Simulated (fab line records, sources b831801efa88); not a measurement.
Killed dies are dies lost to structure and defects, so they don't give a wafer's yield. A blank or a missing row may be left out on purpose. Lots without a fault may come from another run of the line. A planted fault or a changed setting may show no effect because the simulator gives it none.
Which tool did it? | flow sky130 | 6 lots, 18 wafers sampled, at 1 step of a route of 708

WHAT THE GAUGES READ, wafer by wafer
SKY_DNWELL_TW_MEAS_09.
lot  | measured    | on            | DNWELL_TW
L676 | day 3 20:55 | film_metro-04 | 1099 1099 1100
L679 | day 4 12:23 | film_metro-03 | 1122 1119 1119
L681 | day 5 00:31 | film_metro-03 | 1115 1113 1118
L683 | day 5 10:01 | film_metro-04 | 1103 1099 1099
L685 | day 5 20:47 | film_metro-03 | 1105 1109 1105
L688 | day 6 11:58 | film_metro-01 | 1129 1128 1123

WHICH TOOL RAN EACH LOT (tool, then ch and the chambers of the sampled wafers, then the start)
The record holds no process step before these readings.

THE ANSWER, worked out from the rows above alone
Rule: what is usual is taken from the lots themselves. Put in order of their means at a reading, lots are off if they are a third of the lots or fewer, leave a main group of 4 or more, and stand apart from it by a gap of 3 or more times the standard deviation of the main group's means; of several such gaps the widest counts. A main group whose means are all the same, to the digits that the tables above print for the reading, isn't used. A lot without any number at a reading at which 4 lots or more have one is off too. The other lots that the step has rows for count as sound.
No lot is off at any reading shown: from this, nothing can be told.

WHAT THE SIMULATOR HAD PUT IN
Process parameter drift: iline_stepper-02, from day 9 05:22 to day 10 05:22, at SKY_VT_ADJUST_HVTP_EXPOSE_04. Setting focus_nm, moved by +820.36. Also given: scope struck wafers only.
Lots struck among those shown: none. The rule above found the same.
